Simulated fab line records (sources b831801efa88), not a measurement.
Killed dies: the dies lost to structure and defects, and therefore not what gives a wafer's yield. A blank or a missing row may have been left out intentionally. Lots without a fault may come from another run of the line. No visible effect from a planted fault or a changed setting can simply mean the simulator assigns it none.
Chamber matching / flow gf180mcu / cmp-01 running GF_V2_CMP_04: 4 sister chambers
The step polishes SiO2. 24 wafers are shown with their chamber, then 12 later ones without.

## WAFERS, EACH WITH ITS CHAMBER
wafer=L711.2; chamber=3; motorCurrentA (A)=14.2; timeToEndpointS (s)=76; retainingRingPressureFrac=1.003
wafer=L711.3; chamber=1; motorCurrentA (A)=12.6; timeToEndpointS (s)=81; retainingRingPressureFrac=0.993
wafer=L711.6; chamber=2; motorCurrentA (A)=11.9; timeToEndpointS (s)=77; retainingRingPressureFrac=0.999
wafer=L712.2; chamber=3; motorCurrentA (A)=14.3; timeToEndpointS (s)=84; retainingRingPressureFrac=0.997
wafer=L712.3; chamber=1; motorCurrentA (A)=12.0; timeToEndpointS (s)=88; retainingRingPressureFrac=1.004
wafer=L712.4; chamber=0; motorCurrentA (A)=10.4; timeToEndpointS (s)=88; retainingRingPressureFrac=1.001
wafer=L713.1; chamber=3; motorCurrentA (A)=14.0; timeToEndpointS (s)=77; retainingRingPressureFrac=0.991
wafer=L713.5; chamber=0; motorCurrentA (A)=10.2; timeToEndpointS (s)=81; retainingRingPressureFrac=1.000
wafer=L713.6; chamber=3; motorCurrentA (A)=14.0; timeToEndpointS (s)=86; retainingRingPressureFrac=0.996
wafer=L714.3; chamber=1; motorCurrentA (A)=12.6; timeToEndpointS (s)=77; retainingRingPressureFrac=0.996
wafer=L714.4; chamber=3; motorCurrentA (A)=13.1; timeToEndpointS (s)=78; retainingRingPressureFrac=1.003
wafer=L714.6; chamber=1; motorCurrentA (A)=11.9; timeToEndpointS (s)=74; retainingRingPressureFrac=0.991
wafer=L716.2; chamber=2; motorCurrentA (A)=11.9; timeToEndpointS (s)=76; retainingRingPressureFrac=1.002
wafer=L716.5; chamber=0; motorCurrentA (A)=10.7; timeToEndpointS (s)=85; retainingRingPressureFrac=0.997
wafer=L716.6; chamber=1; motorCurrentA (A)=12.1; timeToEndpointS (s)=82; retainingRingPressureFrac=0.996
wafer=L719.2; chamber=2; motorCurrentA (A)=12.7; timeToEndpointS (s)=82; retainingRingPressureFrac=0.995
wafer=L719.3; chamber=3; motorCurrentA (A)=13.1; timeToEndpointS (s)=89; retainingRingPressureFrac=0.999
wafer=L719.5; chamber=1; motorCurrentA (A)=12.8; timeToEndpointS (s)=88; retainingRingPressureFrac=0.993
wafer=L723.1; chamber=0; motorCurrentA (A)=10.8; timeToEndpointS (s)=85; retainingRingPressureFrac=0.995
wafer=L723.5; chamber=2; motorCurrentA (A)=12.3; timeToEndpointS (s)=81; retainingRingPressureFrac=1.003
wafer=L723.6; chamber=1; motorCurrentA (A)=12.7; timeToEndpointS (s)=83; retainingRingPressureFrac=1.003
wafer=L724.1; chamber=3; motorCurrentA (A)=13.6; timeToEndpointS (s)=79; retainingRingPressureFrac=0.999
wafer=L724.5; chamber=3; motorCurrentA (A)=14.5; timeToEndpointS (s)=83; retainingRingPressureFrac=0.999
wafer=L724.6; chamber=0; motorCurrentA (A)=10.4; timeToEndpointS (s)=82; retainingRingPressureFrac=0.998

SIGNATURES (means of the wafers above)
reading=motorCurrentA; chamber 0=10.500; chamber 1=12.386; chamber 2=12.200; chamber 3=13.850; scatter within a chamber=0.418
reading=timeToEndpointS; chamber 0=84.20; chamber 1=81.86; chamber 2=79.00; chamber 3=81.50; scatter within a chamber=4.32
reading=retainingRingPressureFrac; chamber 0=0.99820; chamber 1=0.99657; chamber 2=0.99975; chamber 3=0.99838; scatter within a chamber=0.00401
Rule: distance of a wafer from a chamber = root of the sum over the readings of ((wafer's reading minus chamber's mean) / reading's scatter) squared. The wafer belongs to the nearest chamber; if the next one is less than 2 further off, it can't be placed. The scatter: take each reading less its chamber's mean, square it, sum over the shown wafers, divide by the number of wafers less the number of chambers, and take the root.

## WAFERS WITHOUT THEIR CHAMBER
wafer=L731.2; motorCurrentA (A)=13.9; timeToEndpointS (s)=75; retainingRingPressureFrac=0.992
wafer=L731.5; motorCurrentA (A)=12.8; timeToEndpointS (s)=84; retainingRingPressureFrac=1.010
wafer=L731.6; motorCurrentA (A)=10.4; timeToEndpointS (s)=81; retainingRingPressureFrac=0.998
wafer=L730.1; motorCurrentA (A)=13.2; timeToEndpointS (s)=75; retainingRingPressureFrac=0.995
wafer=L730.3; motorCurrentA (A)=10.3; timeToEndpointS (s)=82; retainingRingPressureFrac=1.001
wafer=L730.5; motorCurrentA (A)=12.8; timeToEndpointS (s)=83; retainingRingPressureFrac=0.995
wafer=L732.2; motorCurrentA (A)=14.1; timeToEndpointS (s)=84; retainingRingPressureFrac=0.996
wafer=L732.5; motorCurrentA (A)=14.2; timeToEndpointS (s)=90; retainingRingPressureFrac=1.010
wafer=L732.6; motorCurrentA (A)=10.3; timeToEndpointS (s)=84; retainingRingPressureFrac=0.997
wafer=L734.1; motorCurrentA (A)=10.6; timeToEndpointS (s)=69; retainingRingPressureFrac=1.002
wafer=L734.4; motorCurrentA (A)=12.0; timeToEndpointS (s)=82; retainingRingPressureFrac=1.005
wafer=L734.5; motorCurrentA (A)=12.1; timeToEndpointS (s)=78; retainingRingPressureFrac=1.008

## EACH ONE'S CHAMBER
wafer=L731.2; from the rows above=can't be placed: 3 or 1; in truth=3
wafer=L731.5; from the rows above=can't be placed: 2 or 1 or 3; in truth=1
wafer=L731.6; from the rows above=0; in truth=0
wafer=L730.1; from the rows above=can't be placed: 3 or 1 or 2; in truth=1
wafer=L730.3; from the rows above=0; in truth=0
wafer=L730.5; from the rows above=can't be placed: 1 or 2 or 3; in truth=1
wafer=L732.2; from the rows above=3; in truth=3
wafer=L732.5; from the rows above=3; in truth=3
wafer=L732.6; from the rows above=0; in truth=0
wafer=L734.1; from the rows above=can't be placed: 0 or 2 or 1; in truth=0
wafer=L734.4; from the rows above=can't be placed: 2 or 1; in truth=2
wafer=L734.5; from the rows above=can't be placed: 2 or 1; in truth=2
5 of 12 placed correctly. From these rows, 7 cannot be placed; in 7 the true chamber is one of the candidates. Placed wrongly: 0.
